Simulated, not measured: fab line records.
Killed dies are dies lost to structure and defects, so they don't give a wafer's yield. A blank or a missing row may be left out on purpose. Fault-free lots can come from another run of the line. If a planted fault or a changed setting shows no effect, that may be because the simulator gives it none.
Which tool did it? ; flow gf180mcu ; 10 lots, 30 wafers sampled, at 4 steps of a route of 602

## WHAT THE GAUGES READ, wafer by wafer
GF_M4_RS_MEAS_05: measurement is done with a four-point probe.
lot;measured;on;M4_ALCU_RS (ohm/sq)
L988;day 23 05:11;film metro-03;0.0692 0.0704 0.0697
L990;day 23 09:46;film metro-02;0.0707 0.0713 0.0701
L991;day 24 09:05;film metro-03;0.0699 0.0691 0.0691
L993;day 24 20:59;film metro-03;0.0699 0.0691 0.0703
L996;day 26 01:14;film metro-04;0.0700 0.0689 0.0694
L997;day 26 02:10;film metro-02;0.0693 0.0692 0.0692
L998;day 26 11:58;film metro-02;0.0689 0.0697 0.0690
L999;day 26 13:50;film metro-04;0.0698 0.0698 0.0694
L100;day 27 01:23;film metro-04;0.0699 0.0699 0.0693
L106;day 28 16:16;film metro-04;0.0672 0.0663 0.0671

## WHICH TOOL RAN EACH LOT (tool, then ch and the chambers of the sampled wafers, then the start)
lot;GF_V2_CMP_04;GF_M4_SPUTTER_02;GF_M4_SPUTTER_04
L988;cmp-02 ch 0,1,2, day 20 01:52;pvd sputter-03, day 23 05:05;pvd sputter-03, day 23 05:08
L990;cmp-01 ch 2,3, day 20 05:41;pvd sputter-03, day 23 09:37;pvd sputter-03, day 23 09:40
L991;cmp-01 ch 0,1,3, day 21 06:43;pvd sputter-02, day 24 08:57;pvd sputter-02, day 24 09:00
L993;cmp-01 ch 0,1,2, day 21 20:55;pvd sputter-04, day 24 20:54;pvd sputter-04, day 24 20:57
L996;cmp-02 ch 0,2,3, day 23 01:37;pvd sputter-03, day 26 01:08;pvd sputter-03, day 26 01:11
L997;cmp-01 ch 1,2,3, day 23 02:08;pvd sputter-04, day 26 02:02;pvd sputter-04, day 26 02:05
L998;cmp-01 ch 0,1, day 23 13:25;pvd sputter-03, day 26 11:50;pvd sputter-03, day 26 11:53
L999;cmp-01 ch 0,3, day 23 16:26;pvd sputter-02, day 26 13:41;pvd sputter-02, day 26 13:44
L100;cmp-02 ch 0,1,2, day 24 04:05;pvd sputter-02, day 27 01:16;pvd sputter-02, day 27 01:19
L106;cmp-01 ch 0,1, day 25 23:09;pvd sputter-02, day 28 16:09;pvd sputter-02, day 28 16:12
- GF_V2_CMP_04: polishes SiO2.
- GF_M4_SPUTTER_02: material AlCu, target thk 450 nm, time 23.9 s.
- GF_M4_SPUTTER_04: material TiN, target thk 50 nm, time 41.7 s.

## THE ANSWER, worked out from the rows above alone
Rule: what is usual is taken from the lots themselves. Put in order of their means at a reading, lots are off if they are a third of the lots or fewer, leave a main group of 4 or more, and stand apart from it by a gap of 3 or more times the standard deviation of the main group's means; of several such gaps the widest counts. The tables above print the reading to a certain number of digits; a main group whose means all agree to those digits is not used. Also off: a lot with no number at a reading for which 4 or more lots have one. The other lots that the step has rows for count as sound.
Off: L106, at GF_M4_RS_MEAS_05 (M4_ALCU_RS). Mean 0.0696 ohm/sq and standard deviation 0.00043 in the main group.
If a tool, at a process step before that reading, ran all the lots that are off and no sound lot after the first of them, it fits. Gauges at GF_M4_RS_MEAS_05: tried the same way as those tools. Can't be told from this: 3 tools fit, cmp-01 at GF_V2_CMP_04, pvd sputter-02 at GF_M4_SPUTTER_02 and GF_M4_SPUTTER_04, film metro-04 at GF_M4_RS_MEAS_05.

## WHAT THE SIMULATOR PUT IN
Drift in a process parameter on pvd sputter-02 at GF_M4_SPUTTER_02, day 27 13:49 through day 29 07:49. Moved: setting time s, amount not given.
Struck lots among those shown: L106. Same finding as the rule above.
